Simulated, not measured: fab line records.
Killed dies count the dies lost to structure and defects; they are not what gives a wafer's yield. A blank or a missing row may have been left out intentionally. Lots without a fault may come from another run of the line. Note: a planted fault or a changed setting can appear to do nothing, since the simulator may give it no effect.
Which of the tools did it? ; flow sky130 ; 6 lots, 18 wafers sampled, at 2 steps of a route of 708

## WHAT THE GAUGES SHOWED, per wafer
SKY_PWDE_OVL_MEAS_07.
lot;measured;on;PWDE_OVL (nm)
L824;day 4 01:27;overlay-01;-1.6 -0.2 0.6
L826;day 4 18:34;overlay-02;2.0 2.8 4.6
L837;day 7 04:17;overlay-02;1.7 1.8 1.7
L840;day 7 18:30;overlay-02;2.8 2.9 1.9
L842;day 8 07:47;overlay-01;0.9 2.0 1.6
L845;day 8 23:36;overlay-01;0.4 -0.2 -1.6

## TOOL THAT RAN EACH LOT (tool first, then ch and the chambers of the sampled wafers, then the start)
lot;SKY_FIELD_ISO_STRIP_16
L824;plasma asher-01 ch 0,1, day 2 10:55
L826;plasma asher-01 ch 0,1, day 2 20:41
L837;plasma asher-01 ch 0,1, day 5 06:25
L840;plasma asher-01 ch 0,1, day 5 21:34
L842;plasma asher-01 ch 0,1, day 6 09:11
L845;plasma asher-01 ch 0,1, day 6 22:46
- SKY_FIELD_ISO_STRIP_16: strips in O2/N2.

## THE ANSWER, worked out from the rows above alone
Rule: the usual values come from the lots themselves. Put in order of their means at a reading, lots are off if they are a third of the lots or fewer, leave a main group of 4 or more, and stand apart from it by a gap of 3 or more times the standard deviation of the main group's means; of several such gaps the widest counts. The tables above print the reading to a certain number of digits; a main group whose means all agree to those digits is not used. Also off: a lot with no number at a reading for which 4 or more lots have one. Any other lot the step has rows for is counted as sound.
No lot is off on any of the readings shown, so nothing can be concluded from this.

## WHAT WAS PUT IN BY THE SIMULATOR
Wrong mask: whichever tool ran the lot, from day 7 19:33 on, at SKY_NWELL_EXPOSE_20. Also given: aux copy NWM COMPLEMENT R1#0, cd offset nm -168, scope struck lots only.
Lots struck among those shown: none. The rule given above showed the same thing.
